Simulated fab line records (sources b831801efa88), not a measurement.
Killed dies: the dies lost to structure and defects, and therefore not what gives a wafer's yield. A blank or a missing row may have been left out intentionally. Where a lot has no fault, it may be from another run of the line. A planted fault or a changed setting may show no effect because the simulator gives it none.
Check of tool commonality / flow gf180mcu / 12 lots, 36 wafers sampled

THE REASON FOR OPENING IT
GF_CONTACT_THK_MEAS_01, reading CONTACT_CVD_00_THK: flagged on 2 of 12 lots. Wafers without a fault read 301 nm, standard deviation 3.
Rule: flag the lot when none of its wafers has a number, or when each of its wafers that has one lies beyond 4 standard deviations from that mean. As for the other lots, they are considered sound.

lot=L159; measured=day 15 18:26; on=filmMetro-04; CONTACT_CVD_00_THK (nm), wafer by wafer=301 304 307; flag=
lot=L160; measured=day 15 20:52; on=filmMetro-04; CONTACT_CVD_00_THK (nm), wafer by wafer=304 301 306; flag=
lot=L163; measured=day 17 01:47; on=filmMetro-02; CONTACT_CVD_00_THK (nm), wafer by wafer=254 253 258; flag=FLAGGED
lot=L164; measured=day 17 10:39; on=filmMetro-04; CONTACT_CVD_00_THK (nm), wafer by wafer=257 255 256; flag=FLAGGED
lot=L171; measured=day 19 21:11; on=filmMetro-03; CONTACT_CVD_00_THK (nm), wafer by wafer=300 304 301; flag=
lot=L172; measured=day 20 10:54; on=filmMetro-04; CONTACT_CVD_00_THK (nm), wafer by wafer=301 300 301; flag=
lot=L173; measured=day 20 15:46; on=filmMetro-02; CONTACT_CVD_00_THK (nm), wafer by wafer=307 302 303; flag=
lot=L174; measured=day 21 00:52; on=filmMetro-03; CONTACT_CVD_00_THK (nm), wafer by wafer=301 302 303; flag=
lot=L176; measured=day 21 19:28; on=filmMetro-03; CONTACT_CVD_00_THK (nm), wafer by wafer=296 299 297; flag=
lot=L178; measured=day 22 08:52; on=filmMetro-02; CONTACT_CVD_00_THK (nm), wafer by wafer=298 300 296; flag=
lot=L180; measured=day 22 23:43; on=filmMetro-04; CONTACT_CVD_00_THK (nm), wafer by wafer=300 301 301; flag=
lot=L181; measured=day 23 04:55; on=filmMetro-02; CONTACT_CVD_00_THK (nm), wafer by wafer=298 300 295; flag=
The numbers of the flagged lots are 256 nm on average: -46 nm against the usual, or -15 standard deviations.

EACH LOT AND THE TOOL IT RAN ON
The record holds 2 process steps before the reading, out of a route of 602 steps. Cell contents, in order: the tool; ch with the chambers the sampled wafers went through; the start.
lot=L159; flag=; GF_HV_LDD_STRIP_10=plasmaAsher-03 ch 0,1, day 10 11:26; GF_CONTACT_CVD_00=hdpcvd-02 ch 1, day 15 18:19
lot=L160; flag=; GF_HV_LDD_STRIP_10=plasmaAsher-03 ch 1, day 10 14:37; GF_CONTACT_CVD_00=hdpcvd-02 ch 1, day 15 20:44
lot=L163; flag=FLAGGED; GF_HV_LDD_STRIP_10=plasmaAsher-01 ch 0,1, day 11 13:10; GF_CONTACT_CVD_00=hdpcvd-02 ch 1,2, day 17 01:44
lot=L164; flag=FLAGGED; GF_HV_LDD_STRIP_10=plasmaAsher-03 ch 0,1, day 11 22:23; GF_CONTACT_CVD_00=hdpcvd-02 ch 0,1, day 17 10:34
lot=L171; flag=; GF_HV_LDD_STRIP_10=plasmaAsher-02 ch 0,1, day 13 22:35; GF_CONTACT_CVD_00=hdpcvd-01 ch 1,2, day 19 21:08
lot=L172; flag=; GF_HV_LDD_STRIP_10=plasmaAsher-02 ch 0,1, day 14 11:39; GF_CONTACT_CVD_00=hdpcvd-02 ch 0,1,2, day 20 10:51
lot=L173; flag=; GF_HV_LDD_STRIP_10=plasmaAsher-03 ch 0,1, day 14 15:29; GF_CONTACT_CVD_00=hdpcvd-02 ch 0,1,2, day 20 15:43
lot=L174; flag=; GF_HV_LDD_STRIP_10=plasmaAsher-01 ch 0,1, day 14 23:59; GF_CONTACT_CVD_00=hdpcvd-02 ch 0,2, day 21 00:49
lot=L176; flag=; GF_HV_LDD_STRIP_10=plasmaAsher-02 ch 0,1, day 15 16:03; GF_CONTACT_CVD_00=hdpcvd-01 ch 0,1,2, day 21 19:25
lot=L178; flag=; GF_HV_LDD_STRIP_10=plasmaAsher-02 ch 0, day 16 04:18; GF_CONTACT_CVD_00=hdpcvd-01 ch 0,2, day 22 08:49
lot=L180; flag=; GF_HV_LDD_STRIP_10=plasmaAsher-01 ch 0,1, day 16 17:12; GF_CONTACT_CVD_00=hdpcvd-02 ch 1,2, day 22 23:40
lot=L181; flag=; GF_HV_LDD_STRIP_10=plasmaAsher-01 ch 0,1, day 17 00:15; GF_CONTACT_CVD_00=hdpcvd-01 ch 0,1,2, day 23 04:52
These steps, and what they do:
- GF_HV_LDD_STRIP_10: strips in O2/N2.
- GF_CONTACT_CVD_00: deposits SiO2, target thk 300 nm, time 50 s.
- GF_CONTACT_THK_MEAS_01

FLAGGED AGAINST TOTAL, ONE TOOL AT A TIME (gauges that did the reading follow at the end)
step=GF_HV_LDD_STRIP_10; tool=plasmaAsher-01; lots run=4; flagged=1; share of the flagged lots=some; sound lots run after its first flagged lot=3 (L174,L180,L181)
step=GF_HV_LDD_STRIP_10; tool=plasmaAsher-02; lots run=4; flagged=0; share of the flagged lots=none; sound lots run after its first flagged lot=-
step=GF_HV_LDD_STRIP_10; tool=plasmaAsher-03; lots run=4; flagged=1; share of the flagged lots=some; sound lots run after its first flagged lot=1 (L173)
step=GF_CONTACT_CVD_00; tool=hdpcvd-01; lots run=4; flagged=0; share of the flagged lots=none; sound lots run after its first flagged lot=-
step=GF_CONTACT_CVD_00; tool=hdpcvd-02; lots run=8; flagged=2; share of the flagged lots=all; sound lots run after its first flagged lot=4 (L172,L173,L174,L180)
step=GF_CONTACT_THK_MEAS_01; tool=filmMetro-02; lots run=4; flagged=1; share of the flagged lots=some; sound lots run after its first flagged lot=3 (L173,L178,L181)
step=GF_CONTACT_THK_MEAS_01; tool=filmMetro-03; lots run=3; flagged=0; share of the flagged lots=none; sound lots run after its first flagged lot=-
step=GF_CONTACT_THK_MEAS_01; tool=filmMetro-04; lots run=5; flagged=1; share of the flagged lots=some; sound lots run after its first flagged lot=2 (L172,L180)

WHAT THE TABLE PERMITS
Rows of the table that ran each flagged lot: 1, that is hdpcvd-02 at GF_CONTACT_CVD_00.
- hdpcvd-02 at GF_CONTACT_CVD_00 ran 8 lots, 2 of them flagged. Sound lots ran on it after the first flagged one (L172, L173, L174, L180), which a lasting fault on the whole tool wouldn't allow. Its own readings (sih4FlowSccm) fall more than 4 standard deviations out on all wafers of the flagged lots.
There is no row in the table that ran each flagged lot and no sound lot after the first.

WHAT HAD BEEN PUT IN BY THE SIMULATOR
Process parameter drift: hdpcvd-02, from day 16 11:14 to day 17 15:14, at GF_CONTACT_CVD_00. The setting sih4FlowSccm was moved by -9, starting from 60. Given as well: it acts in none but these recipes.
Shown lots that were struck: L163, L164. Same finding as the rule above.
